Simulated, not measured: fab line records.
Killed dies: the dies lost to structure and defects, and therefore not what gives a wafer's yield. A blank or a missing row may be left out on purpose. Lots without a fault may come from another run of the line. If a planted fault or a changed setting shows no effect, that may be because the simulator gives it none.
Comparing a struck lot with a sound one / flow gf180mcu / 15 steps out of a route of 602
Sound: the wafers L560.1, L560.4, L560.5. Struck: wafer L577.5 (L577.1, L577.3, from the same lot, were not struck and are left out); the cause is given at the end.
Order at every step that has rows: each side's tool, ch and its chambers, its first start. Under that, the readings that differ: sound wafers / struck wafers / difference of the means / sigmas: that difference in standard deviations of wafers without a fault.
alike: words and numbers the same on both sides, and readings whose means are apart by under 2 such deviations; not compared: readings that were withheld, readings missing a value for some wafer, numbers with overlapping values and no deviation given by the record, and bounds like >300 which may hide the same value.
Wherever a step has rows on one side only, a row that says differs or no value, or a row with sigmas, the two part there. Non-overlapping numbers with no deviation appear without sigmas and do not part them. Lack of a reading on every wafer of one side parts them only where that side has two or more wafers.

GF_V4_BOW_MEAS_05:
  sound: film metro-02 at day 23 22:46; struck: film metro-03 at day 29 05:38
  alike: V4_BOW
then, 8 steps without rows for these wafers: GF_V4_DEHYDRATE_06 (time 60 s); GF_V4_HMDS_07 (prime time 60 s); GF_V4_COAT_08; GF_V4_COAT_09 (resist thk 1000 nm); GF_V4_SOFTBAKE_10 (time 60 s); GF_V4_EXPOSE_11 (exposes mask Via4, target cd 260 nm); GF_V4_PEB_12 (peb time 90 s); GF_V4_DEVELOP_13 (develop time 60 s).
GF_V4_CD_MEAS_14 targets a cd of 260 nm.
  sound: cd sem-02 at day 24 20:27; struck: cd sem-01 at day 30 00:40
  alike: cd nm
GF_V4_OVL_MEAS_15:
  sound: overlay-02 at day 24 20:34; struck: overlay-01 at day 30 00:47
  alike: V4_OVL
GF_V4_ETCH_16: etches BARC in N2/H2.
  sound on rie diel-04 ch 1,2,3, day 24 20:36; struck on rie diel-02 ch 0, day 30 00:49
  alike: drypump motor current A, oes product au, rf fwd power W, throttle valve pct
GF_V4_ETCH_17: etches SiO2 in C4F8/O2/Ar, stops on TiN, target depth 630 nm.
  sound on rie diel-04 ch 1,2,3, day 24 20:00; struck on rie diel-02 ch 0, day 30 00:00
reading=rf fwd power W (W); sound=1493 1495 1504; struck=1247; difference=-250; sigmas=-43
  alike: oes product au
GF_V4_STRIP_18: strips in O2/N2.
  sound on plasma asher-02 ch 0,1, day 24 20:44; struck on plasma asher-01 ch 1, day 30 00:56
reading=heater power w (W); sound=322 316 322; struck=373; difference=+53; sigmas=+3
reading=oes product au (a.u.); sound=0.592 0.595 0.589; struck=0.602; difference=+0.010; sigmas=+2
  alike: drypump motor current A, platen temp c
  not compared: rf hours counter h
GF_PASSIVATION_PROBE_99:
  the record has rows for the sound wafers here (prober-01, day 29 10:02) and none for the struck ones

== WHERE THEY PART ==
Earliest at GF_V4_ETCH_17; latest, in this record, at GF_PASSIVATION_PROBE_99.

WHY: the cause the simulator had injected
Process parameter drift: rie diel-02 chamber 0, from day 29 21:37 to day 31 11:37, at GF_V4_ETCH_17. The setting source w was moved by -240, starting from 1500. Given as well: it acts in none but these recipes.
